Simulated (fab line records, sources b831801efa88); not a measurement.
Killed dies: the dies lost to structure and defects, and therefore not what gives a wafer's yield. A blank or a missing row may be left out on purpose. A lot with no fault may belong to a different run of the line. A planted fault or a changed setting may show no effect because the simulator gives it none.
Code-filled problem report in 8D (eight disciplines) form | flow sfq-line | the parts of the form that need people (team, actions taken, sign-off) are left out

1. WHAT WENT WRONG
Mean of rf-fwd-power-W at SFQ_TRILAYER_I0_DEP_PECVD_027: 211.1 W across 6 wafers in 2 lots; on wafers with no fault it is 182.2 W (standard deviation 0.59). That puts it +49 standard deviations away from the usual mean.
The step: deposits SiO2 from SiH4/N2O, time 111.11 s, target thk 500 nm.
First seen on wafer L178.2, day 11 01:44, on pecvd-02. Wafers with a number at this step in the record: 42, from 14 lots. Rule for "out" (also "out of limits"): further than 4 standard deviations from the usual mean. The other wafers with a number count as sound.

2. WHAT IT IS AND WHAT IT IS NOT
question                    | is                     | is not
which readings at this step | rf-fwd-power-W         | heater-power-w, throttle-valve-pct
which lots                  | L178, L180             | L164, L165, L166, L169, L170, L171, L172, L173, L175, L181, L184, L187
which wafers of those lots  | all that have a number | -
read on which tools         | pecvd-02               | pecvd-01, pecvd-04
when                        | from day 11 01:44      | up to then (27 sound wafers); but 9 sound wafers of L181, L184, L187 came after

3. SUSPECTS, AND WHAT RULES EACH OUT
Counting: a tool at a process step up to the reading stays a suspect if it ran every lot that is out and no sound lot after the first of them.
- pecvd-02 at SFQ_TRILAYER_I0_DEP_PECVD_027 (deposits SiO2 from SiH4/N2O, time 111.11 s, target thk 500 nm): kept. Every lot that is out went through it, starting with L178 (day 11 01:44), and after that it ran no sound lot; the last sound lot it ran before then is L173 (day 8 03:56). Out on those wafers are its own readings of rf-fwd-power-W.
After counting, what remains is pecvd-02 at SFQ_TRILAYER_I0_DEP_PECVD_027.

4. THE CAUSE (what the simulator had put in)
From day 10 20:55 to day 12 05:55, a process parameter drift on pecvd-02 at SFQ_TRILAYER_I0_DEP_PECVD_027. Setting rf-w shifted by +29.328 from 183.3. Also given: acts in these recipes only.
Only this tool survived the counting.

5. SEQUENCE OF EFFECTS, ordered by route
Each row: a reading whose mean over the struck wafers that have a number lies more than 3 standard deviations from the usual. Readings are gone through only where the record gives a usual standard deviation; hours: the median, over the lots, of the time from a lot's start at the first step in this table giving one to that lot's start at this step; sigmas: the change measured in usual standard deviations.
hours | step                          | reading        | usual   | on struck wafers | change | sigmas
0     | SFQ_TRILAYER_I0_DEP_PECVD_027 | rf-fwd-power-W | 182.2 W | 211.1            | +28.9  | +49
The process steps in it:
- SFQ_TRILAYER_I0_DEP_PECVD_027: deposits SiO2 from SiH4/N2O, time 111.11 s, target thk 500 nm.

6. WHAT WOULD HAVE CAUGHT IT SOONER
In this record no reading fell out of limits until day 11 01:44, 5 hours after the fault had begun at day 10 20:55.
